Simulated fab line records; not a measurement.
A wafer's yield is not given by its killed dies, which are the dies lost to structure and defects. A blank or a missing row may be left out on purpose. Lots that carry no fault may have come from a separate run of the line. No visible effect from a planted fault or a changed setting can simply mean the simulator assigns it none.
fab line records ; flow gf180mcu
record: lots: 12; wafers: 36; last_day: 34
route steps=602 shown DNWELL@40 VT_IMPLANT@132 DUAL_GATE@143 HV_LDD@231
lots with no fault: from the same line, run without faults
start_h: hours from the record's first day to the start of the lot's first wafer shown ; wait_h: hours since the lot's step before ; " unchanged from the row above ; L1.1+2: a single row standing in for several wafers ; - no value, or no start was given ; * or withheld: withheld ; < > ~ a bound
route shown NAME@n: a module of which the file shows steps, and the number in the route of the first ; usual: mean/standard deviation taken from wafers without a fault ; same: alike in all rows ; chamber/n: place in a boat ; sites: the reading at each site ; _std_site: how widely they spread, as a standard deviation ; _edge_site: mean of outer sites minus mean of inner sites ; radius_mm: for every site, how far away it sits from the centre of the wafer ; mask NAME#n: copy n ; behind: tool/chamber where the wafer was last shaped ; hold: the reason the lot was held/the length of the hold in hours/how it ended ; device: the transistor (n, p or np) that didn't switch ; end of line: tests of these same wafers at the route's end ; a step given without rows: its recipe and nothing more ; killed: at the first sort, the dies lost to defects and structure; wafer yield is something else ; map: the dies of a wafer, with x for killed, . for not killed, _ for no die there
set.NAME: the setting the step ran with; set.NAME@STEP: the setting that earlier step ran with ; model.NAME: the simulator's own value behind a step, which no gauge read
one table for each step of the route and one row for each wafer, over a sample of lots
services: a tool's chamber out of use, with start hour (start_h, from the record's first day; less than 0 if before it), hours out, and reason
== steps ==
step: GF_DNWELL_STRIP_08
recipe: chemistry: O2/N2; power_w: 1400; pressure_mtorr: 1500; platen_temp_c: 250; o2_flow_sccm: 3000; n2_flow_sccm: 300; overash_fraction: 0.5
usual: drypump_motor_current_A: 5.9/0.43; heater_power_w: 345/35; oes_product_au: 0.722/0.0045; strip_time_to_endpoint_s: 36.94/0.1
lot.wafer;tool;chamber;start_h;wait_h;drypump_motor_current_A;heater_power_w;oes_product_au;rf_hours_counter_h;strip_time_to_endpoint_s
L867.1;plasma_asher-03;1;47.28;0.1;5.5;321;0.726;26;36.94
L867.3;plasma_asher-03;0;47.28;0.1;5.5;307;0.713;-;36.94
L867.5;plasma_asher-03;0;47.28;0.1;5.5;311;0.724;-;36.89
L869.1;plasma_asher-02;0;57.79;0.1;5.6;398;0.718;40;36.93
L869.3;plasma_asher-02;0;57.79;0.1;5.6;388;0.724;-;36.88
L869.4;plasma_asher-02;1;57.79;0.1;5.8;412;0.723;-;36.92
L871.3;plasma_asher-03;0;68.78;0.1;5.5;313;0.719;-;36.74
L871.5;plasma_asher-03;0;68.78;0.1;5.5;320;0.722;-;36.70
L871.6;plasma_asher-03;1;68.78;0.1;5.5;318;0.727;-;36.63
L873.1;plasma_asher-02;1;78.63;0.1;5.8;400;0.723;42;36.89
L873.3;plasma_asher-02;0;78.63;0.1;5.6;381;0.721;-;36.93
L873.6;plasma_asher-02;1;78.63;0.1;5.9;410;0.711;-;36.84
L874.3;plasma_asher-01;0;86.41;0.1;6.6;329;0.716;-;37.00
L874.4;plasma_asher-01;1;86.41;0.1;6.2;329;0.729;-;37.04
L874.5;plasma_asher-01;0;86.41;0.1;6.6;336;0.716;-;37.02
L875.1;plasma_asher-01;0;89.49;0.1;6.6;324;0.726;45;36.91
L875.4;plasma_asher-01;1;89.49;0.1;6.2;325;0.720;-;36.99
L875.6;plasma_asher-01;0;89.49;0.1;6.6;325;0.722;-;37.03
L876.1;plasma_asher-03;0;95.73;0.1;5.5;317;0.719;31;36.93
L876.2;plasma_asher-03;1;95.73;0.1;5.5;313;0.721;31;37.01
L876.6;plasma_asher-03;1;95.73;0.1;5.5;325;0.722;-;37.00
L878.1;plasma_asher-01;0;105.84;0.1;6.6;338;0.727;47;37.04
L878.4;plasma_asher-01;0;105.84;0.1;6.6;337;0.727;-;37.01
L878.6;plasma_asher-01;0;105.84;0.1;6.6;331;0.716;-;36.97
L879.1;plasma_asher-02;0;110.48;0.1;5.6;404;0.718;46;36.88
L879.5;plasma_asher-02;1;110.48;0.1;5.8;414;0.720;-;36.92
L879.6;plasma_asher-02;0;110.48;0.1;5.6;399;0.717;-;36.77
L880.2;plasma_asher-03;0;115.68;0.1;5.5;320;0.715;34;37.01
L880.4;plasma_asher-03;1;115.68;0.1;5.5;330;0.721;-;36.96
L880.5;plasma_asher-03;0;115.68;0.1;5.5;309;0.716;-;37.05
L886.1;plasma_asher-01;0;148.38;0.1;6.6;330;0.719;4;36.93
L886.2;plasma_asher-01;1;148.38;0.1;6.2;344;0.728;4;37.01
L886.3;plasma_asher-01;0;148.38;0.1;6.6;333;0.722;-;36.96
L889.1;plasma_asher-03;0;165.23;0.1;5.5;316;0.724;40;36.99
L889.3;plasma_asher-03;1;165.23;0.1;5.5;314;0.726;-;37.08
L889.4;plasma_asher-03;0;165.23;0.1;5.5;308;0.721;-;36.98
step: GF_VT_IMPLANT_STRIP_42
recipe: chemistry: O2/N2; power_w: 1400; pressure_mtorr: 1500; platen_temp_c: 250; o2_flow_sccm: 3000; n2_flow_sccm: 300; overash_fraction: 0.5
usual: drypump_motor_current_A: 6.2/0.43; heater_power_w: 337/13; oes_product_au: 0.715/0.0042; strip_time_to_endpoint_s: 12.62/0.032
lot.wafer;tool;chamber;start_h;wait_h;drypump_motor_current_A;heater_power_w;oes_product_au;rf_hours_counter_h;strip_time_to_endpoint_s
L867.1;plasma_asher-04;1;162.76;0.1;6.6;350;0.713;46;12.60
L867.3;plasma_asher-04;0;162.76;0.1;6.3;339;0.721;-;12.61
L867.5;plasma_asher-04;1;162.76;0.1;6.6;334;0.714;-;12.64
L869.1;plasma_asher-03;0;176.71;0.1;5.5;311;0.718;41;12.63
L869.3;plasma_asher-03;1;176.71;0.1;5.5;323;0.719;-;12.67
L869.4;plasma_asher-03;0;176.71;0.1;5.5;315;0.709;-;12.66
L871.3;plasma_asher-03;1;189.59;0.1;5.5;326;0.708;-;12.58
L871.5;plasma_asher-03;0;189.59;0.1;5.5;318;0.711;-;12.58
L871.6;plasma_asher-03;1;189.59;0.1;5.5;324;0.711;-;12.61
L873.1;plasma_asher-01;0;203.51;0.1;6.6;328;0.710;10;12.66
L873.3;plasma_asher-01;0;203.51;0.1;6.6;335;0.716;-;12.66
L873.6;plasma_asher-01;0;203.51;0.1;6.6;330;0.718;-;12.66
L874.3;plasma_asher-01;1;212.50;0.1;6.2;336;0.711;-;12.64
L874.4;plasma_asher-01;0;212.50;0.1;6.6;335;0.715;-;12.59
L874.5;plasma_asher-01;1;212.50;0.1;6.2;347;0.723;-;12.64
L875.1;plasma_asher-03;1;216.81;0.1;5.5;318;0.717;46;12.59
L875.4;plasma_asher-03;1;216.81;0.1;5.5;323;0.720;-;12.59
L875.6;plasma_asher-03;1;216.81;0.1;5.5;328;0.710;-;12.61
L876.1;plasma_asher-01;1;225.11;0.1;6.2;339;0.712;12;12.58
L876.2;plasma_asher-01;0;225.11;0.1;6.6;337;0.717;12;12.59
L876.6;plasma_asher-01;0;225.11;0.1;6.6;335;0.719;-;12.65
L878.1;plasma_asher-04;1;238.21;0.1;6.6;347;0.714;53;12.65
L878.4;plasma_asher-04;1;238.21;0.1;6.6;354;0.714;-;12.66
L878.6;plasma_asher-04;0;238.21;0.1;6.3;346;0.715;-;12.67
L879.1;plasma_asher-01;0;243.71;0.1;6.6;339;0.712;14;12.61
L879.5;plasma_asher-01;1;243.71;0.1;6.2;349;0.706;-;12.61
L879.6;plasma_asher-01;0;243.71;0.1;6.6;325;0.716;-;12.64
L880.2;plasma_asher-04;1;248.71;0.1;6.6;354;0.714;54;12.63
L880.4;plasma_asher-04;0;248.71;0.1;6.3;347;0.718;-;12.64
L880.5;plasma_asher-04;1;248.71;0.1;6.6;347;0.718;-;12.63
L886.1;plasma_asher-01;1;291.06;0.1;6.2;339;0.722;19;12.61
L886.2;plasma_asher-01;0;291.06;0.1;6.6;335;0.719;19;12.59
L886.3;plasma_asher-01;1;291.06;0.1;6.2;340;0.714;-;12.61
L889.1;plasma_asher-03;0;311.41;0.1;5.5;305;0.714;56;12.61
L889.3;plasma_asher-03;1;311.41;0.1;5.5;332;0.723;-;12.58
L889.4;plasma_asher-03;0;311.41;0.1;5.5;317;0.715;-;12.62
step: GF_DUAL_GATE_OXIDATION_02
recipe: temp_c: 900; ambient: O2; stabilise_s: 600; purge_s: 300; target_thk_a: 108.87; ox_time_s: 1602
usual: ox_time_s: 1602/0; spike_tc_bottom_C: 922/3.6; zone_power_top_pct: 33/4.4
lot.wafer;tool;chamber;start_h;wait_h;ox_time_s;spike_tc_bottom_C;zone_power_top_pct
L867.1;furnace-02;0;164.51;0.8;1602;926;39
L867.3;furnace-02;0;164.51;0.8;1602;926;38
L867.5;furnace-02;0;164.51;0.8;1602;924;38
L869.1;furnace-01;0;177.69;0.0;1602;920;29
L869.3;furnace-01;0;177.69;0.0;1602;919;29
L869.4;furnace-01;0;177.69;0.0;1602;919;29
L871.3;furnace-02;0;191.50;1.0;1602;926;38
L871.5;furnace-02;0;191.50;1.0;1602;927;38
L871.6;furnace-02;0;191.50;1.0;1602;927;39
L873.1;furnace-01;0;204.85;0.4;1602;918;29
L873.3;furnace-01;0;204.85;0.4;1602;920;29
L873.6;furnace-01;0;204.85;0.4;1602;921;29
L874.3;furnace-01;0;213.45;0.0;1602;919;29
L874.4;furnace-01;0;213.45;0.0;1602;917;29
L874.5;furnace-01;0;213.45;0.0;1602;922;30
L875.1;furnace-02;0;217.80;0.0;1602;926;39
L875.4;furnace-02;0;217.80;0.0;1602;927;38
L875.6;furnace-02;0;217.80;0.0;1602;927;38
L876.1;furnace-01;0;227.08;1.0;1602;919;29
L876.2;furnace-01;0;227.08;1.0;1602;919;29
L876.6;furnace-01;0;227.08;1.0;1602;919;29
L878.1;furnace-01;0;239.19;0.0;1457.8;918;29
L878.4;furnace-01;0;239.19;0.0;1457.8;919;30
L878.6;furnace-01;0;239.19;0.0;1457.8;920;30
L879.1;furnace-02;0;244.70;0.0;1602;927;38
L879.5;furnace-02;0;244.70;0.0;1602;927;39
L879.6;furnace-02;0;244.70;0.0;1602;925;38
L880.2;furnace-01;0;249.71;0.0;1457.8;919;29
L880.4;furnace-01;0;249.71;0.0;1457.8;918;29
L880.5;furnace-01;0;249.71;0.0;1457.8;918;29
L886.1;furnace-02;0;293.73;1.7;1602;927;39
L886.2;furnace-02;0;293.73;1.7;1602;924;38
L886.3;furnace-02;0;293.73;1.7;1602;926;39
L889.1;furnace-02;0;313.34;0.9;1602;927;38
L889.3;furnace-02;0;313.34;0.9;1602;926;38
L889.4;furnace-02;0;313.34;0.9;1602;930;38
step: GF_DUAL_GATE_THK_MEAS_03
recipe: reads: SiO2_of_DUAL_GATE_OXIDATION_02
usual: DUAL_GATE_OXIDATION_00_THK: 10.79/0.2
lot.wafer;tool;chamber;start_h;wait_h;DUAL_GATE_OXIDATION_00_THK[nm]
L867.1;film_metro-04;-;165.96;0.0;10.77
L867.3;film_metro-04;-;165.96;0.0;10.86
L867.5;film_metro-04;-;165.96;0.0;10.71
L869.1;film_metro-02;-;179.13;0.0;10.43
L869.3;film_metro-02;-;179.13;0.0;10.64
L869.4;film_metro-02;-;179.13;0.0;10.52
L871.3;film_metro-04;-;192.96;0.0;11.26
L871.5;film_metro-04;-;192.96;0.0;11.21
L871.6;film_metro-04;-;192.96;0.0;11.33
L873.1;film_metro-04;-;206.30;0.0;10.44
L873.3;film_metro-04;-;206.30;0.0;10.49
L873.6;film_metro-04;-;206.30;0.0;10.42
L874.3;film_metro-04;-;214.92;0.0;10.81
L874.4;film_metro-04;-;214.92;0.0;10.80
L874.5;film_metro-04;-;214.92;0.0;10.46
L875.1;film_metro-01;-;219.25;0.0;10.97
L875.4;film_metro-01;-;219.25;0.0;10.89
L875.6;film_metro-01;-;219.25;0.0;11.04
L876.1;film_metro-04;-;228.53;0.0;10.68
L876.2;film_metro-04;-;228.53;0.0;10.62
L876.6;film_metro-04;-;228.53;0.0;10.72
L878.1;film_metro-04;-;240.63;0.0;9.95
L878.4;film_metro-04;-;240.63;0.0;10.05
L878.6;film_metro-04;-;240.63;0.0;9.98
L879.1;film_metro-02;-;246.15;0.0;10.98
L879.5;film_metro-02;-;246.15;0.0;10.95
L879.6;film_metro-02;-;246.15;0.0;10.91
L880.2;film_metro-01;-;251.16;0.0;10.41
L880.4;film_metro-01;-;251.16;0.0;10.40
L880.5;film_metro-01;-;251.16;0.0;10.23
L886.1;film_metro-04;-;295.18;0.0;10.44
L886.2;film_metro-04;-;295.18;0.0;10.44
L886.3;film_metro-04;-;295.18;0.0;10.64
L889.1;film_metro-01;-;314.78;0.0;10.70
L889.3;film_metro-01;-;314.78;0.0;10.56
L889.4;film_metro-01;-;314.78;0.0;10.76
step: GF_HV_LDD_THK_MEAS_55
recipe: reads: SiO2_of_HV_LDD_CVD_54
usual: HV_LDD_CVD_54_THK: 10.01/0.12
lot.wafer;tool;chamber;start_h;wait_h;HV_LDD_CVD_54_THK[nm]
L867.1;film_metro-01;-;288.31;0.0;10.00
L867.3;film_metro-01;-;288.31;0.0;10.03
L867.5;film_metro-01;-;288.31;0.0;10.01
L869.1;film_metro-01;-;295.00;0.0;10.05
L869.3;film_metro-01;-;295.00;0.0;10.02
L869.4;film_metro-01;-;295.00;0.0;10.01
L871.3;film_metro-01;-;314.18;0.0;9.97
L871.5;film_metro-01;-;314.18;0.0;10.33
L871.6;film_metro-01;-;314.18;0.0;10.03
L873.1;film_metro-04;-;332.17;0.0;9.66
L873.3;film_metro-04;-;332.17;0.0;9.71
L873.6;film_metro-04;-;332.17;0.0;9.83
L874.3;film_metro-01;-;336.76;0.0;10.13
L874.4;film_metro-01;-;336.76;0.0;9.88
L874.5;film_metro-01;-;336.76;0.0;10.14
L875.1;film_metro-04;-;343.45;0.0;9.92
L875.4;film_metro-04;-;343.45;0.0;9.96
L875.6;film_metro-04;-;343.45;0.0;10.05
L876.1;film_metro-03;-;355.31;0.0;9.90
L876.2;film_metro-03;-;355.31;0.0;10.12
L876.6;film_metro-03;-;355.31;0.0;10.05
L878.1;film_metro-04;-;367.91;0.0;10.12
L878.4;film_metro-04;-;367.91;0.0;9.90
L878.6;film_metro-04;-;367.91;0.0;10.02
L879.1;film_metro-03;-;380.06;0.0;10.02
L879.5;film_metro-03;-;380.06;0.0;9.95
L879.6;film_metro-03;-;380.06;0.0;9.97
L880.2;film_metro-03;-;386.92;0.0;10.15
L880.4;film_metro-03;-;386.92;0.0;10.22
L880.5;film_metro-03;-;386.92;0.0;10.12
L886.1;film_metro-04;-;437.12;0.0;9.96
L886.2;film_metro-04;-;437.12;0.0;10.14
L886.3;film_metro-04;-;437.12;0.0;9.96
L889.1;film_metro-03;-;461.40;0.0;9.95
L889.3;film_metro-03;-;461.40;0.0;10.03
L889.4;film_metro-03;-;461.40;0.0;9.98
== services ==
tool;chamber;start_h;hours;kind
plasma_asher-04;-;48.33;4.0;repair
plasma_asher-02;-;73.98;1.3;repair
furnace-02;-;93.94;1.8;repair
plasma_asher-04;-;102.50;33.7;repair
plasma_asher-01;-;108.75;9.0;pm
plasma_asher-01;0;108.75;9.0;vent_cycle
plasma_asher-01;1;108.75;9.0;vent_cycle
plasma_asher-01;0;117.75;-;clean
plasma_asher-01;1;117.75;-;clean
furnace-02;-;122.85;2.2;pm
furnace-01;-;147.02;3.4;pm
furnace-02;-;151.14;3.2;pm
furnace-02;-;155.43;2.3;pm
plasma_asher-03;-;189.92;0.3;repair
plasma_asher-02;-;206.03;1.3;repair
plasma_asher-04;-;216.09;2.0;repair
furnace-01;-;220.84;2.8;pm
plasma_asher-03;-;257.08;0.8;repair
plasma_asher-02;-;293.05;14.6;pm
== key ==
first_sign: step: GF_DUAL_GATE_OXIDATION_02; reading: ox_time_s; direction: down; sigmas: 99+; usual: *; struck: *
effect: step: GF_DUAL_GATE_THK_MEAS_03; reading: DUAL_GATE_OXIDATION_00_THK; direction: down; sigmas: 3.1; usual: 10.79; struck: 10.17
met_at GF_DUAL_GATE_OXIDATION_02
struck_lots L878,L880
tester_left_out L878,L880
not_acting_at GF_DNWELL_STRIP_08,GF_VT_IMPLANT_STRIP_42,GF_HV_LDD_THK_MEAS_55
onset_between 227.08 239.19
fault: kind: process_parameter_drift; tool: furnace-01; chamber: -; onset_h: 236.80; steps: GF_DUAL_GATE_OXIDATION_02; channel: ox_time_s; offset: *; shape: step; end_h: 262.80; acts_in: *; stated: *
tester_left_out: of these lots the tester's yield and bins aren't shown, on N5 and GAA mostly nor the transistor test; their killed dies are dies lost to structure and defects alone, not to doping, threshold or leakage, so they don't give the yield
